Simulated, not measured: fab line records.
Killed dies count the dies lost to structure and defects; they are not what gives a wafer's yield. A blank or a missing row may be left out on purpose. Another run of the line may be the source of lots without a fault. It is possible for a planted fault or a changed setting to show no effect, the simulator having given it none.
Lot-split experiment | flow sky130 | 23 wafers read across 5 lots, on a route 708 steps long

ON THE SPLIT
At SKY_VT_ADJUST_LVTN_COAT_02 (resist thk 3000 nm), the setting resist-thk-nm was moved away from the recipe's 3000 nm on 9 of the 23 wafers read, by -5.4% to +5.1%. This setting was run at the recipe's value on the other wafers.

The reading comes from the split's own step.

THE READING
coat_of_VT_ADJUST_LVTN_COAT_02.thk-nm (the simulator's own value, which no gauge read), in nm, at SKY_VT_ADJUST_LVTN_COAT_02 (resist thk 3000 nm). There is no usual value for it anywhere in the file. The 14 wafers here that ran the recipe average 3001 nm, standard deviation 4.4 nm.

wafer  | tool, chamber at the split | resist-thk-nm as run, nm | against the recipe | coat_of_VT_ADJUST_LVTN_COAT_02.thk-nm, nm | against lot-mates on the recipe
L074.1 | litho-track-01, 0          | 3000                     | recipe             | 2996                                      | -
L074.2 | litho-track-01, 0          | 3086                     | +2.9%              | 3081                                      | +81
L074.4 | litho-track-01, 0          | 3000                     | recipe             | 2998                                      | -
L074.5 | litho-track-01, 0          | 3086                     | +2.9%              | 3083                                      | +83
L074.6 | litho-track-01, 0          | 3000                     | recipe             | 3005                                      | -
L078.1 | litho-track-04, 0          | 2924                     | -2.5%              | 2926                                      | -72
L078.2 | litho-track-04, 0          | 2924                     | -2.5%              | 2930                                      | -68
L078.3 | litho-track-04, 0          | 2924                     | -2.5%              | 2930                                      | -68
L078.5 | litho-track-04, 0          | 3000                     | recipe             | 2996                                      | -
L078.6 | litho-track-04, 0          | 3000                     | recipe             | 3001                                      | -
L080.1 | litho-track-02, 0          | 3000                     | recipe             | 3002                                      | -
L080.3 | litho-track-02, 0          | 3000                     | recipe             | 2998                                      | -
L080.6 | litho-track-02, 0          | 3000                     | recipe             | 2993                                      | -
L082.1 | litho-track-01, 0          | 3000                     | recipe             | 3003                                      | -
L082.3 | litho-track-01, 0          | 3000                     | recipe             | 3007                                      | -
L082.4 | litho-track-01, 0          | 3152                     | +5.1%              | 3156                                      | +152
L082.5 | litho-track-01, 0          | 3000                     | recipe             | 3001                                      | -
L082.6 | litho-track-01, 0          | 3152                     | +5.1%              | 3168                                      | +164
L085.1 | litho-track-02, 0          | 3000                     | recipe             | 3005                                      | -
L085.2 | litho-track-02, 0          | 3000                     | recipe             | 3004                                      | -
L085.4 | litho-track-02, 0          | 3000                     | recipe             | 3009                                      | -
L085.5 | litho-track-02, 0          | 2838                     | -5.4%              | 2846                                      | -160
L085.6 | litho-track-02, 0          | 2838                     | -5.4%              | 2850                                      | -156

THE FIT
A straight line over all 23 wafers: coat_of_VT_ADJUST_LVTN_COAT_02.thk-nm changes by +29.6 nm for each +1% of resist-thk-nm; r = +1.00; the points scatter about the line by 5.7 nm.
The same after taking each lot's own level away (the mean of its wafers on the recipe; 23 wafers): +29.7 nm for each +1%; r = +1.00; scatter 4.5 nm.
According to that fit, moving resist-thk-nm by its largest amount changes the reading by 1.6e+02 nm.
The span of the lots' own levels, 2997.7 to 3006.0 nm, comes to 1.9 times the standard deviation stated above.
Hence the lot-to-lot level has little effect on the slope; both slopes agree.
Check: -159 nm against its lot-mates is what the line predicts for one of the wafers moved furthest among these (-5.4%) when that wafer is left out of the fit. It came out at -160 nm against them.

FURTHER SPLITS ON THESE WAFERS
These wafers also went through other splits before the reading. Each is held against what the fit with the lots' levels taken away leaves over:
other split on the same wafers       | wafers away from the commonest value | r with coat_of_VT_ADJUST_LVTN_COAT_02.thk-nm (lot level and that fit taken away)
SKY_FIELD_ISO_OXIDATION_01 temp-c    | 15                                   | -0.24
SKY_FIELD_ISO_EXPOSE_10 dose-mj      | 11                                   | -0.27
SKY_FIELD_ISO_ETCH_17 icp-w          | 8                                    | +0.05
SKY_FIELD_ISO_OXIDATION_22 ox-time-s | 10                                   | +0.38
SKY_NWELL_OXIDATION_01 temp-c        | 10                                   | -0.03
SKY_PWDE_IMPLANT_08 energy-kev       | 9                                    | +0.36
SKY_NWELL_IMPLANT_11 energy-kev      | 8                                    | +0.12
SKY_NWELL_IMPLANT_24 dose-cm2        | 11                                   | +0.31
SKY_VT_ADJUST_HVTP_EXPOSE_04 dose-mj | 9                                    | +0.06

THE WHOLE CHAIN: every reading that the file lists as answering this split, in the file's order
step                        | what it does       | reading                                                                                | change (the file's fit)              | r (the file's)
SKY_VT_ADJUST_LVTN_COAT_02  | resist thk 3000 nm | coat_of_VT_ADJUST_LVTN_COAT_02.thk-nm (the simulator's own value, which no gauge read) | +29.8 nm for each +1% of the setting | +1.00
SKY_VT_ADJUST_LVTN_STRIP_09 | strips in O2/N2    | strip-time-to-endpoint-s                                                               | withheld for each +1% of the setting | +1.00

THE FILE'S OWN FIT
coat_of_VT_ADJUST_LVTN_COAT_02.thk-nm changes by +29.8 nm for each +1% of resist-thk-nm, r = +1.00.
